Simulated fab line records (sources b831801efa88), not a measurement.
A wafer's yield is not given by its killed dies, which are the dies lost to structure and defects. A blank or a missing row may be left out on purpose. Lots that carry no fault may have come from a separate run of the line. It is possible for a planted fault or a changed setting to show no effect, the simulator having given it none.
Matching of chambers | flow sky130 | SKY_CONTACT_ETCH_17 on rie-diel-02 has 4 sister chambers
The step etches SiO2 in C4F8/O2/Ar, stops on Si3N4, target depth 340 nm. 18 wafers are shown with their chamber, then 9 later ones without.

== WAFERS WITH THEIR CHAMBER ==
wafer  | chamber | oes-product-au (a.u.)
L074.1 | 0       | 0.884
L074.2 | 3       | 0.880
L074.3 | 1       | 0.880
L074.4 | 0       | 0.885
L074.5 | 1       | 0.887
L074.6 | 3       | 0.887
L075.2 | 1       | 0.890
L075.5 | 3       | 0.886
L075.6 | 0       | 0.894
L086.2 | 1       | 0.891
L086.3 | 2       | 0.889
L086.6 | 1       | 0.902
L088.1 | 0       | 0.894
L088.4 | 1       | 0.899
L088.5 | 1       | 0.891
L095.1 | 3       | 0.887
L095.2 | 1       | 0.891
L095.3 | 2       | 0.876

SIGNATURES (means of the wafers above)
reading        | chamber 0 | chamber 1 | chamber 2 | chamber 3 | scatter within a chamber
oes-product-au | 0.88925   | 0.89138   | 0.88250   | 0.88500   | 0.00616
Rule: for each reading, subtract the chamber's mean from the wafer's reading, divide by that reading's scatter and square the result; add these up over the readings and take the root, which gives the wafer's distance from the chamber. If the next closest chamber is less than 2 further off than the closest, the wafer can't be placed; otherwise it belongs to the closest. The scatter is the square root of a quotient: the sum, over the shown wafers, of each reading's squared deviation from its chamber's mean, divided by wafers minus chambers.

== WAFERS WHOSE CHAMBER IS MISSING ==
wafer  | oes-product-au (a.u.)
L095.4 | 0.902
L095.5 | 0.894
L095.6 | 0.889
L096.1 | 0.890
L096.2 | 0.894
L096.3 | 0.896
L096.4 | 0.887
L096.5 | 0.891
L096.6 | 0.890

== EACH ONE'S CHAMBER ==
wafer  | from the rows above               | in truth
L095.4 | can't be placed: 1 or 0 or 3 or 2 | 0
L095.5 | can't be placed: 1 or 0 or 3 or 2 | 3
L095.6 | can't be placed: 0 or 1 or 3 or 2 | 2
L096.1 | can't be placed: 0 or 1 or 3 or 2 | 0
L096.2 | can't be placed: 1 or 0 or 3 or 2 | 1
L096.3 | can't be placed: 1 or 0 or 3 or 2 | 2
L096.4 | can't be placed: 3 or 0 or 1 or 2 | 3
L096.5 | can't be placed: 1 or 0 or 3 or 2 | 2
L096.6 | can't be placed: 0 or 1 or 3 or 2 | 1
Correctly placed: 0 of 9. From these rows, 9 cannot be placed; in 9 the true chamber is one of the candidates. Number placed wrongly: 0.
